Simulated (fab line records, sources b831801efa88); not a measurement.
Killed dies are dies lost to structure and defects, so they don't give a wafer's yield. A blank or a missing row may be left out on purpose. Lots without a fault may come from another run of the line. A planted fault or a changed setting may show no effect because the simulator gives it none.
Which tool did it? | flow gf180mcu | 6 lots, 18 wafers sampled, at 2 steps of a route of 602

WHAT THE GAUGES READ, wafer by wafer
GF_HV_LDD_THK_MEAS_57.
lot  | measured     | on            | HV_LDD_CVD_56_THK (nm)
L146 | day 13 09:37 | film_metro-04 | 91.0 90.0 90.2
L150 | day 14 17:32 | film_metro-03 | 90.2 91.1 89.9
L152 | day 14 23:41 | film_metro-04 | 89.6 89.8 89.4
L158 | day 17 05:01 | film_metro-03 | 138.4 138.7 138.0 138.4 138.9 137.8
L160 | day 17 19:54 | film_metro-04 | 138.7 138.4 138.2 138.7 138.3 138.1
L167 | day 20 13:55 | film_metro-03 | 89.7 89.7 90.1

WHICH TOOL RAN EACH LOT (tool, then ch and the chambers of the sampled wafers, then the start)
lot  | GF_HV_LDD_CVD_56
L146 | lpcvd-01 ch 0, day 13 07:28
L150 | lpcvd-01 ch 0, day 14 15:24
L152 | lpcvd-02 ch 0, day 14 22:15
L158 | lpcvd-02 ch 1, day 17 03:35
L160 | lpcvd-02 ch 1, day 17 18:28
L167 | lpcvd-02 ch 0, day 20 12:28
- GF_HV_LDD_CVD_56: deposits Si3N4 from DCS/NH3, target thk 90 nm, time 1543 s.

THE ANSWER, worked out from the rows above alone
Rule: what is usual is taken from the lots themselves. Put in order of their means at a reading, lots are off if they are a third of the lots or fewer, leave a main group of 4 or more, and stand apart from it by a gap of 3 or more times the standard deviation of the main group's means; of several such gaps the widest counts. A main group whose means are all the same, to the digits that the tables above print for the reading, isn't used. A lot without any number at a reading at which 4 lots or more have one is off too. The other lots that the step has rows for count as sound.
Off: L158, L160, at GF_HV_LDD_THK_MEAS_57 (HV_LDD_CVD_56_THK). The main group: mean 90.1 nm, standard deviation 0.35.
A tool fits if, at a process step before that reading, it ran every lot that is off, and no sound lot after the first of them. The gauges at GF_HV_LDD_THK_MEAS_57 are tried like those tools. None of those tried fits.

WHAT THE SIMULATOR HAD PUT IN
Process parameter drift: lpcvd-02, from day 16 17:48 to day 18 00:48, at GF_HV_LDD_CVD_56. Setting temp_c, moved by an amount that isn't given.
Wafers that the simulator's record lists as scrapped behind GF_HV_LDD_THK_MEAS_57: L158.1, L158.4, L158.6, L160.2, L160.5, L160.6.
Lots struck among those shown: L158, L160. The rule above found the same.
